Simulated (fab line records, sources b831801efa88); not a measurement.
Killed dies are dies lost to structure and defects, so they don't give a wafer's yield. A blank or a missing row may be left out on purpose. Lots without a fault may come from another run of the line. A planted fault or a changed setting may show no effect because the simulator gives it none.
Which tool did it? | flow sky130 | 6 lots, 15 wafers sampled, at 2 steps of a route of 708

WHAT THE GAUGES READ, wafer by wafer
SKY_LI_CONTACT_RS_MEAS_22: measures by four-point-probe.
lot  | measured     | on            | LI_CONTACT_W_RS (ohm/sq)
L246 | day 31 04:52 | film_metro-01 | 0.246 0.281 0.247 0.280
L248 | day 31 22:43 | film_metro-02 | 0.248 0.248
L257 | day 34 22:11 | film_metro-02 | 0.286 0.288 0.286
L261 | day 35 08:10 | film_metro-02 | 0.287 0.289 0.292
L263 | day 35 18:59 | film_metro-02 | 0.286 0.287 0.286
L265 | day 36 13:46 | film_metro-02 | 0.290 0.289 0.288

WHICH TOOL RAN EACH LOT (tool, then ch and the chambers of the sampled wafers, then the start)
lot  | SKY_LI_CONTACT_CVD_21
L246 | cvd_w-01 ch 1, day 31 04:43
L248 | cvd_w-01 ch 0, day 31 22:34
L257 | cvd_w-01 ch 0,1, day 34 22:04
L261 | cvd_w-02 ch 0,1, day 35 08:01
L263 | cvd_w-01 ch 0,1, day 35 18:50
L265 | cvd_w-01 ch 0, day 36 13:38
- SKY_LI_CONTACT_CVD_21: deposits W, target thk 400 nm, time 120.56 s.

THE ANSWER, worked out from the rows above alone
Rule: what is usual is taken from the lots themselves. Put in order of their means at a reading, lots are off if they are a third of the lots or fewer, leave a main group of 4 or more, and stand apart from it by a gap of 3 or more times the standard deviation of the main group's means; of several such gaps the widest counts. A main group whose means are all the same, to the digits that the tables above print for the reading, isn't used. A lot without any number at a reading at which 4 lots or more have one is off too. The other lots that the step has rows for count as sound.
Off: L246, L248, at SKY_LI_CONTACT_RS_MEAS_22 (LI_CONTACT_W_RS). The main group: mean 0.288 ohm/sq, standard deviation 0.0013.
A tool fits if, at a process step before that reading, it ran every lot that is off, and no sound lot after the first of them. The gauges at SKY_LI_CONTACT_RS_MEAS_22 are tried like those tools. None of those tried fits.

WHAT THE SIMULATOR HAD PUT IN
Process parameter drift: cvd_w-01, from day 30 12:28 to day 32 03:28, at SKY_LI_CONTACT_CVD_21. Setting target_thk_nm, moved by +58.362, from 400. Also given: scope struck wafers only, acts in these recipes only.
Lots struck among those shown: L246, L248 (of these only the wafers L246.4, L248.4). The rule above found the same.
